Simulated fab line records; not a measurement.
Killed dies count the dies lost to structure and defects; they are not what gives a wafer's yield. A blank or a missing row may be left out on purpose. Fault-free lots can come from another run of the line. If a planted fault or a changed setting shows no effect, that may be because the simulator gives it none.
fab line records    flow gf180mcu
record lots=24  wafers=72  lastDay=34
route steps=602 shown NWELL@137 CONTACT@313 V1@359 V3@432
lots untouched by any fault: they come from a run of this same line in which no faults occurred
startH: the number of hours between the record's first day and the start of the first shown wafer of the lot    waitH: hours from the lot's prior step to this one    " as in the row above    L1.1+2: one row covering several wafers at once    - no value present, or no start provided    * or withheld: withheld    < > ~ a bound
route shown NAME@n: NAME is a module with steps in the file, n the number in the route of the first one    usual: mean/standard deviation of fault-free wafers    same: alike in all rows    chamber/n: place in a boat    sites: readings site by site    _std_site: the values' standard deviation    _edge_site: the outer-site mean with the inner-site mean subtracted    radiusMm: for every site, how far away it sits from the centre of the wafer    mask NAME#n: copy n    behind: tool/chamber where the wafer was last shaped    hold: why the lot went on hold/how many hours it stayed there/how the hold came to an end    device: the n, p or np transistor that did not switch    end of line: tests run on the same wafers once the route is complete    a step with no rows: only its recipe    killed: count of dies lost to structure and defects at first sort (not the wafer's yield)    map: a wafer's dies, x killed, . not, _ none there
set.NAME: the setting the step ran with; set.NAME@STEP: the setting that earlier step ran with    model.NAME: the simulator's own value behind a step, which no gauge read
one table for each step of the route and one row for each wafer, over a sample of lots
## steps
# step GF_VT_IMPLANT_RS_MEAS_47
# recipe thkMeasGauge=four-point-probe
# usual NWELL_RS=487.0/1.2
lot.wafer  tool          chamber  startH  waitH  NWELL_RS[ohm/sq]
L074.2     filmMetro-04  -        157.49  0.1    486.6
L074.5     "             -        "       "      486.6
L074.6     "             -        "       "      486.2
L075.1     filmMetro-03  -        165.07  0.1    487.7
L075.2     "             -        "       "      486.6
L075.5     "             -        "       "      486.8
L076.1     filmMetro-03  -        169.64  0.1    487.0
L076.2     "             -        "       "      487.5
L076.4     "             -        "       "      486.8
L077.1     filmMetro-01  -        178.89  0.1    485.3
L077.3     "             -        "       "      485.3
L077.6     "             -        "       "      486.2
L078.2     filmMetro-01  -        181.76  0.1    487.7
L078.4     "             -        "       "      486.8
L078.6     "             -        "       "      487.6
L079.1     filmMetro-03  -        191.52  0.1    488.2
L079.3     "             -        "       "      489.1
L079.6     "             -        "       "      487.5
L080.2     filmMetro-03  -        199.16  0.1    486.1
L080.4     "             -        "       "      484.2
L080.6     "             -        "       "      485.9
L081.1     filmMetro-04  -        202.39  0.1    485.1
L081.3     "             -        "       "      485.3
L081.4     "             -        "       "      483.7
L082.1     filmMetro-04  -        211.95  0.1    488.5
L082.3     "             -        "       "      487.3
L082.5     "             -        "       "      490.4
L083.2     filmMetro-03  -        217.71  0.1    487.3
L083.3     "             -        "       "      487.8
L083.6     "             -        "       "      487.1
L084.3     filmMetro-03  -        220.91  0.1    488.0
L084.5     "             -        "       "      487.0
L084.6     "             -        "       "      486.5
L085.2     filmMetro-03  -        230.81  0.1    489.1
L085.4     "             -        "       "      489.6
L085.6     "             -        "       "      488.5
L086.1     filmMetro-03  -        238.99  0.1    487.5
L086.4     "             -        "       "      488.5
L086.6     "             -        "       "      488.6
L087.2     filmMetro-04  -        251.21  0.1    484.9
L087.4     "             -        "       "      485.9
L087.6     "             -        "       "      486.8
L088.2     filmMetro-03  -        262.33  0.1    486.4
L088.3     "             -        "       "      487.9
L088.6     "             -        "       "      485.7
L089.1     filmMetro-04  -        264.88  0.1    484.3
L089.3     "             -        "       "      486.5
L089.6     "             -        "       "      486.4
L090.1     filmMetro-04  -        268.89  0.1    488.4
L090.4     "             -        "       "      487.1
L090.5     "             -        "       "      487.2
L091.2     filmMetro-01  -        273.34  0.1    487.9
L091.3     "             -        "       "      486.6
L091.4     "             -        "       "      488.0
L092.2     filmMetro-04  -        283.79  0.1    488.5
L092.3     "             -        "       "      486.2
L092.5     "             -        "       "      486.9
L093.3     filmMetro-04  -        289.23  0.1    485.5
L093.5     "             -        "       "      486.4
L093.6     "             -        "       "      487.3
L094.2     filmMetro-03  -        294.92  0.1    486.9
L094.4     "             -        "       "      485.6
L094.6     "             -        "       "      485.9
L095.2     filmMetro-04  -        297.37  0.1    485.6
L095.3     "             -        "       "      486.2
L095.4     "             -        "       "      486.7
L096.1     filmMetro-04  -        304.08  0.1    487.3
L096.2     "             -        "       "      487.3
L096.6     "             -        "       "      487.2
L097.1     filmMetro-04  -        312.84  0.1    488.5
L097.2     "             -        "       "      487.8
L097.4     "             -        "       "      489.5
# step GF_CONTACT_THK_MEAS_26
# recipe thkMeasGauge=xrf  reads=W_of_CONTACT_CVD_24
# usual CONTACT_W_THK=307/6.7
lot.wafer  tool          chamber  startH  waitH  CONTACT_W_THK[nm]
L074.2     filmMetro-04  -        361.85  0.1    298
L074.5     "             -        "       "      299
L074.6     "             -        "       "      300
L075.1     filmMetro-03  -        373.36  0.1    318
L075.2     "             -        "       "      306
L075.5     "             -        "       "      322
L076.1     filmMetro-03  -        377.80  0.1    310
L076.2     "             -        "       "      308
L076.4     "             -        "       "      306
L077.1     filmMetro-03  -        389.41  0.1    302
L077.3     "             -        "       "      303
L077.6     "             -        "       "      305
L078.2     filmMetro-04  -        393.63  0.1    298
L078.4     "             -        "       "      299
L078.6     "             -        "       "      298
L079.1     filmMetro-04  -        405.35  0.1    298
L079.3     "             -        "       "      300
L079.6     "             -        "       "      299
L080.2     filmMetro-01  -        419.92  0.1    310
L080.4     "             -        "       "      305
L080.6     "             -        "       "      306
L081.1     filmMetro-01  -        424.29  0.1    323
L081.3     "             -        "       "      308
L081.4     "             -        "       "      324
L082.1     filmMetro-03  -        436.20  0.1    309
L082.3     "             -        "       "      307
L082.5     "             -        "       "      305
L083.2     filmMetro-01  -        442.24  0.1    310
L083.3     "             -        "       "      306
L083.6     "             -        "       "      310
L084.3     filmMetro-01  -        453.39  0.1    303
L084.5     "             -        "       "      305
L084.6     "             -        "       "      303
L085.2     filmMetro-03  -        461.51  0.1    306
L085.4     "             -        "       "      308
L085.6     "             -        "       "      322
L086.1     filmMetro-04  -        474.29  0.1    301
L086.4     "             -        "       "      302
L086.6     "             -        "       "      301
L087.2     filmMetro-04  -        487.25  0.1    300
L087.4     "             -        "       "      301
L087.6     "             -        "       "      299
L088.2     filmMetro-03  -        498.69  0.1    320
L088.3     "             -        "       "      319
L088.6     "             -        "       "      319
L089.1     filmMetro-04  -        504.30  0.1    297
L089.3     "             -        "       "      307
L089.6     "             -        "       "      301
L090.1     filmMetro-03  -        509.02  0.1    309
L090.4     "             -        "       "      307
L090.5     "             -        "       "      308
L091.2     filmMetro-04  -        513.80  0.1    309
L091.3     "             -        "       "      300
L091.4     "             -        "       "      307
L092.2     filmMetro-04  -        527.64  0.1    299
L092.3     "             -        "       "      298
L092.5     "             -        "       "      294
L093.3     filmMetro-04  -        530.90  0.1    298
L093.5     "             -        "       "      312
L093.6     "             -        "       "      302
L094.2     filmMetro-03  -        539.70  0.1    317
L094.4     "             -        "       "      303
L094.6     "             -        "       "      319
L095.2     filmMetro-04  -        544.05  0.1    307
L095.3     "             -        "       "      301
L095.4     "             -        "       "      304
L096.1     filmMetro-01  -        546.49  0.1    313
L096.2     "             -        "       "      310
L096.6     "             -        "       "      312
L097.1     filmMetro-03  -        557.03  0.1    305
L097.2     "             -        "       "      307
L097.4     "             -        "       "      305
# step GF_V1_RS_MEAS_24
# recipe thkMeasGauge=four-point-probe  reads=W_of_V1_CVD_23+TiN_of_V1_SPUTTER_22+Ti_of_V1_SPUTTER_21
# usual V1_W_RS=0.326/0.0059
lot.wafer  tool          chamber  startH  waitH  V1_W_RS[ohm/sq]
L074.2     filmMetro-02  -        410.72  0.1    0.326
L074.5     "             -        "       "      0.326
L074.6     "             -        "       "      0.332
L075.1     filmMetro-03  -        422.00  0.1    0.316
L075.2     "             -        "       "      0.333
L075.5     "             -        "       "      0.319
L076.1     filmMetro-01  -        426.46  0.1    0.313
L076.2     "             -        "       "      0.324
L076.4     "             -        "       "      0.314
L077.1     filmMetro-02  -        439.44  0.1    0.330
L077.3     "             -        "       "      0.332
L077.6     "             -        "       "      0.331
L078.2     filmMetro-03  -        444.78  0.1    0.319
L078.4     "             -        "       "      0.327
L078.6     "             -        "       "      0.327
L079.1     filmMetro-03  -        456.05  0.1    0.313
L079.3     "             -        "       "      0.317
L079.6     "             -        "       "      0.313
L080.2     filmMetro-02  -        471.69  0.2    0.332
L080.4     "             -        "       "      0.330
L080.6     "             -        "       "      0.329
L081.1     filmMetro-02  -        474.83  0.1    0.323
L081.3     "             -        "       "      0.321
L081.4     "             -        "       "      0.323
L082.1     filmMetro-01  -        486.33  0.1    0.333
L082.3     "             -        "       "      0.331
L082.5     "             -        "       "      0.328
L083.2     filmMetro-03  -        492.60  0.1    0.325
L083.3     "             -        "       "      0.325
L083.6     "             -        "       "      0.325
L084.3     filmMetro-01  -        505.16  0.1    0.328
L084.5     "             -        "       "      0.323
L084.6     "             -        "       "      0.332
L085.2     filmMetro-02  -        511.73  0.1    0.328
L085.4     "             -        "       "      0.326
L085.6     "             -        "       "      0.329
L086.1     filmMetro-03  -        524.35  0.1    0.329
L086.4     "             -        "       "      0.335
L086.6     "             -        "       "      0.327
L087.2     filmMetro-03  -        537.10  0.1    0.326
L087.4     "             -        "       "      0.325
L087.6     "             -        "       "      0.332
L088.2     filmMetro-02  -        548.25  0.1    0.330
L088.3     "             -        "       "      0.328
L088.6     "             -        "       "      0.330
L089.1     filmMetro-03  -        552.79  0.1    0.326
L089.3     "             -        "       "      0.317
L089.6     "             -        "       "      0.331
L090.1     filmMetro-03  -        557.83  0.1    0.334
L090.4     "             -        "       "      0.318
L090.5     "             -        "       "      0.334
L091.2     filmMetro-02  -        562.55  0.1    0.318
L091.3     "             -        "       "      0.330
L091.4     "             -        "       "      0.317
L092.2     filmMetro-02  -        575.70  0.1    0.333
L092.3     "             -        "       "      0.329
L092.5     "             -        "       "      0.329
L093.3     filmMetro-02  -        578.82  0.1    0.327
L093.5     "             -        "       "      0.333
L093.6     "             -        "       "      0.325
L094.2     filmMetro-03  -        586.60  0.1    0.328
L094.4     "             -        "       "      0.328
L094.6     "             -        "       "      0.325
L095.2     filmMetro-02  -        592.01  0.1    0.331
L095.3     "             -        "       "      0.315
L095.4     "             -        "       "      0.330
L096.1     filmMetro-03  -        593.87  0.1    0.331
L096.2     "             -        "       "      0.316
L096.6     "             -        "       "      0.330
L097.1     filmMetro-02  -        603.93  0.1    0.331
L097.2     "             -        "       "      0.318
L097.4     "             -        "       "      0.331
# step GF_V3_THK_MEAS_03
# recipe reads=SiO2_of_V3_CVD_02
# usual V3_CVD_02_THK=853/10
lot.wafer  tool          chamber  startH  waitH  V3_CVD_02_THK[nm]
L074.2     filmMetro-01  -        489.09  0.0    841
L074.5     "             -        "       "      846
L074.6     "             -        "       "      855
L075.1     filmMetro-02  -        498.93  0.0    850
L075.2     "             -        "       "      848
L075.5     "             -        "       "      868
L076.1     filmMetro-01  -        503.86  0.0    843
L076.2     "             -        "       "      846
L076.4     "             -        "       "      865
L077.1     filmMetro-03  -        516.88  0.0    862
L077.3     "             -        "       "      861
L077.6     "             -        "       "      866
L078.2     filmMetro-02  -        521.02  0.0    848
L078.4     "             -        "       "      844
L078.6     "             -        "       "      844
L079.1     filmMetro-02  -        532.58  0.1    835
L079.3     "             -        "       "      843
L079.6     "             -        "       "      852
L080.2     filmMetro-03  -        546.66  0.0    846
L080.4     "             -        "       "      854
L080.6     "             -        "       "      856
L081.1     filmMetro-02  -        550.60  0.0    845
L081.3     "             -        "       "      856
L081.4     "             -        "       "      854
L082.1     filmMetro-02  -        559.80  0.0    843
L082.3     "             -        "       "      856
L082.5     "             -        "       "      859
L083.2     filmMetro-02  -        566.21  0.0    849
L083.3     "             -        "       "      842
L083.6     "             -        "       "      868
L084.3     filmMetro-01  -        577.64  0.1    853
L084.5     "             -        "       "      858
L084.6     "             -        "       "      865
L085.2     filmMetro-03  -        583.76  0.0    851
L085.4     "             -        "       "      860
L085.6     "             -        "       "      863
L086.1     filmMetro-01  -        596.30  0.0    860
L086.4     "             -        "       "      880
L086.6     "             -        "       "      868
L087.2     filmMetro-01  -        608.02  0.0    837
L087.4     "             -        "       "      847
L087.6     "             -        "       "      840
L088.2     filmMetro-02  -        617.86  0.0    841
L088.3     "             -        "       "      852
L088.6     "             -        "       "      848
L089.1     filmMetro-03  -        622.58  0.0    842
L089.3     "             -        "       "      831
L089.6     "             -        "       "      861
L090.1     filmMetro-01  -        626.97  0.0    844
L090.4     "             -        "       "      849
L090.5     "             -        "       "      852
L091.2     filmMetro-01  -        630.41  0.0    842
L091.3     "             -        "       "      852
L091.4     "             -        "       "      857
L092.2     filmMetro-02  -        642.36  0.0    848
L092.3     "             -        "       "      846
L092.5     "             -        "       "      859
L093.3     filmMetro-01  -        646.38  0.1    855
L093.5     "             -        "       "      862
L093.6     "             -        "       "      869
L094.2     filmMetro-02  -        653.91  0.0    841
L094.4     "             -        "       "      845
L094.6     "             -        "       "      855
L095.2     filmMetro-03  -        658.30  0.0    854
L095.3     "             -        "       "      835
L095.4     "             -        "       "      855
L096.1     filmMetro-01  -        658.82  0.0    845
L096.2     "             -        "       "      835
L096.6     "             -        "       "      853
L097.1     filmMetro-01  -        669.12  0.0    858
L097.2     "             -        "       "      850
L097.4     "             -        "       "      870
# step GF_V3_BOW_MEAS_05
# recipe mode=bow
# usual V3_BOW=115/8.7
lot.wafer  tool          chamber  startH  waitH  V3_BOW[um]
L074.2     filmMetro-01  -        489.46  0.3    111
L074.5     "             -        "       "      120
L074.6     "             -        "       "      107
L075.1     filmMetro-03  -        499.29  0.1    128
L075.2     "             -        "       "      115
L075.5     "             -        "       "      122
L076.1     filmMetro-01  -        504.22  0.1    125
L076.2     "             -        "       "      112
L076.4     "             -        "       "      120
L077.1     filmMetro-01  -        517.24  0.1    122
L077.3     "             -        "       "      119
L077.6     "             -        "       "      123
L078.2     filmMetro-01  -        521.39  0.2    112
L078.4     "             -        "       "      111
L078.6     "             -        "       "      110
L079.1     filmMetro-01  -        532.94  0.2    108
L079.3     "             -        "       "      124
L079.6     "             -        "       "      122
L080.2     filmMetro-01  -        547.03  0.1    118
L080.4     "             -        "       "      130
L080.6     "             -        "       "      113
L081.1     filmMetro-02  -        550.96  0.2    110
L081.3     "             -        "       "      117
L081.4     "             -        "       "      102
L082.1     filmMetro-03  -        560.16  0.1    111
L082.3     "             -        "       "      113
L082.5     "             -        "       "      116
L083.2     filmMetro-02  -        566.58  0.2    106
L083.3     "             -        "       "      131
L083.6     "             -        "       "      127
L084.3     filmMetro-01  -        578.02  0.2    110
L084.5     "             -        "       "      107
L084.6     "             -        "       "      104
L085.2     filmMetro-01  -        584.13  0.1    118
L085.4     "             -        "       "      113
L085.6     "             -        "       "      118
L086.1     filmMetro-01  -        596.66  0.1    120
L086.4     "             -        "       "      112
L086.6     "             -        "       "      121
L087.2     filmMetro-01  -        608.39  0.3    112
L087.4     "             -        "       "      121
L087.6     "             -        "       "      103
L088.2     filmMetro-03  -        618.23  0.1    116
L088.3     "             -        "       "      110
L088.6     "             -        "       "      117
L089.1     filmMetro-02  -        622.94  0.2    100
L089.3     "             -        "       "      118
L089.6     "             -        "       "      113
L090.1     filmMetro-03  -        627.61  0.1    117
L090.4     "             -        "       "      122
L090.5     "             -        "       "      112
L091.2     filmMetro-03  -        630.78  0.2    120
L091.3     "             -        "       "      121
L091.4     "             -        "       "      133
L092.2     filmMetro-01  -        642.73  0.2    105
L092.3     "             -        "       "      114
L092.5     "             -        "       "      115
L093.3     filmMetro-03  -        646.76  0.3    113
L093.5     "             -        "       "      115
L093.6     "             -        "       "      108
L094.2     filmMetro-03  -        654.28  0.2    98
L094.4     "             -        "       "      102
L094.6     "             -        "       "      102
L095.2     filmMetro-03  -        658.67  0.3    125
L095.3     "             -        "       "      118
L095.4     "             -        "       "      125
L096.1     filmMetro-01  -        659.18  0.1    119
L096.2     "             -        "       "      114
L096.6     "             -        "       "      107
L097.1     filmMetro-01  -        669.48  0.2    105
L097.2     "             -        "       "      108
L097.4     "             -        "       "      105
# step GF_V3_THK_MEAS_25
# recipe thkMeasGauge=xrf  reads=W_of_V3_CVD_23
# usual V3_W_THK=362/7
lot.wafer  tool          chamber  startH  waitH  V3_W_THK[nm]
L074.2     filmMetro-03  -        514.84  0.1    360
L074.5     "             -        "       "      358
L074.6     "             -        "       "      360
L075.1     filmMetro-01  -        523.81  0.1    363
L075.2     "             -        "       "      367
L075.5     "             -        "       "      363
L076.1     filmMetro-02  -        528.50  0.1    377
L076.2     "             -        "       "      368
L076.4     "             -        "       "      366
L077.1     filmMetro-03  -        540.96  0.1    352
L077.3     "             -        "       "      355
L077.6     "             -        "       "      356
L078.2     filmMetro-01  -        545.92  0.1    361
L078.4     "             -        "       "      363
L078.6     "             -        "       "      362
L079.1     filmMetro-03  -        556.77  0.1    377
L079.3     "             -        "       "      362
L079.6     "             -        "       "      366
L080.2     filmMetro-01  -        570.56  0.1    363
L080.4     "             -        "       "      374
L080.6     "             -        "       "      375
L081.1     filmMetro-01  -        574.50  0.1    374
L081.3     "             -        "       "      359
L081.4     "             -        "       "      374
L082.1     filmMetro-02  -        583.28  0.1    363
L082.3     "             -        "       "      361
L082.5     "             -        "       "      366
L083.2     filmMetro-03  -        589.60  0.1    360
L083.3     "             -        "       "      358
L083.6     "             -        "       "      354
L084.3     filmMetro-03  -        601.25  0.1    352
L084.5     "             -        "       "      351
L084.6     "             -        "       "      358
L085.2     filmMetro-02  -        606.95  0.1    365
L085.4     "             -        "       "      360
L085.6     "             -        "       "      362
L086.1     filmMetro-02  -        618.71  0.1    355
L086.4     "             -        "       "      359
L086.6     "             -        "       "      354
L087.2     filmMetro-02  -        630.46  0.1    357
L087.4     "             -        "       "      356
L087.6     "             -        "       "      354
L088.2     filmMetro-02  -        640.31  0.1    352
L088.3     "             -        "       "      359
L088.6     "             -        "       "      364
L089.1     filmMetro-02  -        644.23  0.1    362
L089.3     "             -        "       "      352
L089.6     "             -        "       "      356
L090.1     filmMetro-03  -        648.91  0.1    381
L090.4     "             -        "       "      366
L090.5     "             -        "       "      372
L091.2     filmMetro-02  -        652.11  0.1    373
L091.3     "             -        "       "      360
L091.4     "             -        "       "      370
L092.2     filmMetro-02  -        663.30  0.1    357
L092.3     "             -        "       "      360
L092.5     "             -        "       "      358
L093.3     filmMetro-02  -        666.53  0.1    373
L093.5     "             -        "       "      358
L093.6     "             -        "       "      375
L094.2     filmMetro-02  -        675.13  0.1    363
L094.4     "             -        "       "      367
L094.6     "             -        "       "      366
L095.2     filmMetro-03  -        678.84  0.1    367
L095.3     "             -        "       "      365
L095.4     "             -        "       "      360
L096.1     filmMetro-02  -        679.69  0.1    362
L096.2     "             -        "       "      358
L096.6     "             -        "       "      358
L097.1     filmMetro-02  -        689.70  0.1    352
L097.2     "             -        "       "      355
L097.4     "             -        "       "      357
## key
fault none
